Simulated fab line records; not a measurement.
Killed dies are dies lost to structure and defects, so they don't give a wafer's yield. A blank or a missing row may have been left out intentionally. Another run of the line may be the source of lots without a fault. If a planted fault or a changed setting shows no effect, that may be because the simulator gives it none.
A struck lot beside a sound one    flow gf180mcu    21 out of 602 route steps
Sound: these wafers, L566.2, L566.3, L566.5. The struck wafers were L580.2, L580.3, L580.4. Last of all comes the cause.
Each step with rows lists, per side, the tool, then ch with its chambers, then its first start. Under that, the readings that differ: sound wafers    struck wafers    difference of the means    sigmas: that difference in standard deviations of wafers without a fault.
alike: a reading whose means differ by less than 2 such deviations, as well as words and numbers matching on both sides. not compared: withheld readings; readings where some wafer has no value; bounds like >300 that might hide an equal value; numbers whose values overlap and for which the record gives no deviation.
Wherever a step has rows on one side only, a row that says differs or no value, or a row with sigmas, the two part there. When numbers do not overlap yet have no deviation, they are printed without sigmas and do not part them. A reading that every wafer of one side lacks parts them only if that side has two wafers or more.

first, 3 steps without rows for these wafers: GF_NWELL_EXPOSE_04 (exposes mask Nwell, target cd 860 nm); GF_NWELL_PEB_05; GF_NWELL_DEVELOP_06 (develop time 60 s).
GF_NWELL_OVL_MEAS_07:
  sound on overlay-01, day 3 19:04; struck on overlay-01, day 7 04:15
  alike: NWELL_OVL
then, 2 steps without rows for these wafers: GF_NWELL_IMPLANT_08; GF_NWELL_IMPLANT_09.
GF_NWELL_STRIP_10: strips in O2/N2.
  sound on plasmaAsher-02 ch 0,1, day 3 19:23; struck on plasmaAsher-03 ch 0,1, day 7 04:35
reading                   sound              struck             difference  sigmas
stripTimeToEndpointS (s)  37.16 37.30 37.23  36.95 36.90 36.99  -0.28       -3
  alike: drypumpMotorCurrentA, heaterPowerW, oesProductAu
  not compared: rfHoursCounterH
GF_NWELL_TW_MEAS_11:
  sound on filmMetro-01, day 3 19:30; struck on filmMetro-02, day 7 04:41
reading   sound           struck          difference  sigmas
NWELL_TW  1584 1587 1591  1565 1556 1561  -27         -2
then, 4 steps without rows for these wafers: GF_LVPWELL_DEHYDRATE_00 (time 60 s); GF_LVPWELL_HMDS_01 (prime time 60 s); GF_LVPWELL_COAT_02 (resist thk 3000 nm); GF_LVPWELL_SOFTBAKE_03.
GF_LVPWELL_EXPOSE_04: exposes mask LVPWELL, target cd 600 nm.
  sound on ilineStepper-02 ch 0, day 4 02:19; struck on ilineStepper-02 ch 0, day 7 12:27
reading  sound                          struck                difference  sigmas
mask     LVPWELL#0 LVPWELL#0 LVPWELL#0  MVSD#0 MVSD#0 MVSD#0  differs     
then, 2 steps without rows for these wafers: GF_LVPWELL_PEB_05; GF_LVPWELL_DEVELOP_06 (develop time 60 s).
GF_LVPWELL_OVL_MEAS_07:
  sound on overlay-01, day 4 09:02; struck on overlay-02, day 7 20:03
reading           sound        struck  difference                     sigmas
LVPWELL_OVL (nm)  2.8 3.9 2.3  - - -   no value on the struck wafers  
then, 2 steps without rows for these wafers: GF_LVPWELL_IMPLANT_08; GF_LVPWELL_IMPLANT_09.
GF_LVPWELL_STRIP_10: strips in O2/N2.
  sound on plasmaAsher-02 ch 0,1, day 4 09:22; struck on plasmaAsher-01 ch 0,1, day 7 20:23
  alike: drypumpMotorCurrentA, heaterPowerW, oesProductAu, stripTimeToEndpointS
  not compared: rfHoursCounterH
GF_LVPWELL_TW_MEAS_11:
  sound on filmMetro-03, day 4 09:29; struck on filmMetro-02, day 7 20:43
reading     sound        struck    difference  sigmas
LVPWELL_TW  561 561 560  30 30 30  -531        -91
  not compared: hold
GF_PASSIVATION_PROBE_99:
  the record has rows for the sound wafers here (prober-02, day 29 15:02) and none for the struck ones

WHERE THEY PART
First at GF_NWELL_STRIP_10; last, within this record, at GF_PASSIVATION_PROBE_99.

WHY: whatever the simulator had introduced
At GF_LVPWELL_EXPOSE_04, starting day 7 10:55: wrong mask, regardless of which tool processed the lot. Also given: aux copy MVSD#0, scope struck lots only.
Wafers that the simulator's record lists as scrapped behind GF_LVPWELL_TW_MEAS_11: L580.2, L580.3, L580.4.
